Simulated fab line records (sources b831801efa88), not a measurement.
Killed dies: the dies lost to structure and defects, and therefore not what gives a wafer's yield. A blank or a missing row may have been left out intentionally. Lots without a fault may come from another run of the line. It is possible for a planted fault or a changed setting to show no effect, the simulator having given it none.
Which tool was responsible? + flow gf180mcu + 42 wafers from 14 lots sampled at 2 of the route's 602 steps

WHAT THE GAUGES SHOWED, per wafer
GF_TOP_METAL_RS_MEAS_05: a four-point-probe measurement. Usual: TOP_METAL_ALCU_RS 0.0327 ohm/sq, standard deviation 0.00043.
| lot  | measured     | on           | TOP_METAL_ALCU_RS (ohm/sq) | flag |
|------|--------------|--------------|----------------------------|------|
| L167 | day 27 06:48 | filmMetro-01 | 0.0323 0.0333 0.0325       |      |
| L170 | day 28 07:59 | filmMetro-04 | 0.0324 0.0321 0.0323       |      |
| L171 | day 28 20:41 | filmMetro-02 | 0.0324 0.0324 0.0319       |      |
| L173 | day 29 07:45 | filmMetro-01 | 0.0323 0.0324 0.0323       |      |
| L174 | day 29 18:07 | filmMetro-02 | 0.0325 0.0325 0.0330       |      |
| L175 | day 29 20:42 | filmMetro-02 | 0.0333 0.0332 0.0329       |      |
| L176 | day 30 00:32 | filmMetro-01 | 0.0324 0.0326 0.0330       |      |
| L178 | day 30 17:50 | filmMetro-01 | 0.0327 0.0328 0.0330       |      |
| L179 | day 30 23:06 | filmMetro-04 | 0.0330 0.0332 0.0329       |      |
| L180 | day 31 05:32 | filmMetro-02 | 0.0323 0.0321 0.0323       |      |
| L182 | day 31 20:57 | filmMetro-04 | 0.0333 0.0330 0.0332       |      |
| L184 | day 32 05:56 | filmMetro-04 | 0.0327 0.0327 0.0327       |      |
| L187 | day 33 01:41 | filmMetro-04 | 0.0325 0.0327 0.0321       |      |
| L190 | day 33 18:45 | filmMetro-04 | 0.0332 0.0329 0.0335       |      |

TOOL THAT RAN EACH LOT (tool first, then ch and the chambers of the sampled wafers, then the start)
| lot  | GF_V5_SPUTTER_22            |
|------|-----------------------------|
| L167 | pvdSputter-03, day 27 05:56 |
| L170 | pvdSputter-01, day 28 07:05 |
| L171 | pvdSputter-01, day 28 19:48 |
| L173 | pvdSputter-04, day 29 06:51 |
| L174 | pvdSputter-03, day 29 17:15 |
| L175 | pvdSputter-01, day 29 19:49 |
| L176 | pvdSputter-01, day 29 23:40 |
| L178 | pvdSputter-01, day 30 16:55 |
| L179 | pvdSputter-01, day 30 22:15 |
| L180 | pvdSputter-03, day 31 04:41 |
| L182 | pvdSputter-03, day 31 20:06 |
| L184 | pvdSputter-01, day 32 05:02 |
| L187 | pvdSputter-04, day 33 00:48 |
| L190 | pvdSputter-01, day 33 17:53 |
- GF_V5_SPUTTER_22: material TiN, target thk 10 nm, time 40 s.

WHAT THE TOOLS THEMSELVES READ (means of the sampled wafers that have a number; where no wafer has one, the mark that the record gives instead)
GF_V5_SPUTTER_22. Usual: 30.1 % for throttleValvePct, sd 0.95.
| lot  | tool          | throttleValvePct (%) | flag |
|------|---------------|----------------------|------|
| L167 | pvdSputter-03 | 29.9                 |      |
| L170 | pvdSputter-01 | 29.5                 |      |
| L171 | pvdSputter-01 | 29.3                 |      |
| L173 | pvdSputter-04 | 30.6                 |      |
| L174 | pvdSputter-03 | 30.0                 |      |
| L175 | pvdSputter-01 | 30.5                 |      |
| L176 | pvdSputter-01 | 30.8                 |      |
| L178 | pvdSputter-01 | 29.8                 |      |
| L179 | pvdSputter-01 | 30.1                 |      |
| L180 | pvdSputter-03 | 30.3                 |      |
| L182 | pvdSputter-03 | 30.5                 |      |
| L184 | pvdSputter-01 | 29.3                 |      |
| L187 | pvdSputter-04 | 29.9                 |      |
| L190 | pvdSputter-01 | 31.1                 |      |

THE ANSWER, worked out from the rows above alone
Rule: a lot counts as off when the mean over its wafers that have a number is more than 3 standard deviations away from the usual mean. A lot without any number at a reading at which 4 lots or more have one is off too. Any other lot the step has rows for is counted as sound. The gauges are gone through in route order, then the tools' own readings, and for those a lot's mean is taken as printed above. At the first step where some lot is off, the reading lying furthest off is the one used; lots without a number count as furthest.
No lot is off at any reading shown: from this, nothing can be told.

WHAT THE SIMULATOR PUT IN
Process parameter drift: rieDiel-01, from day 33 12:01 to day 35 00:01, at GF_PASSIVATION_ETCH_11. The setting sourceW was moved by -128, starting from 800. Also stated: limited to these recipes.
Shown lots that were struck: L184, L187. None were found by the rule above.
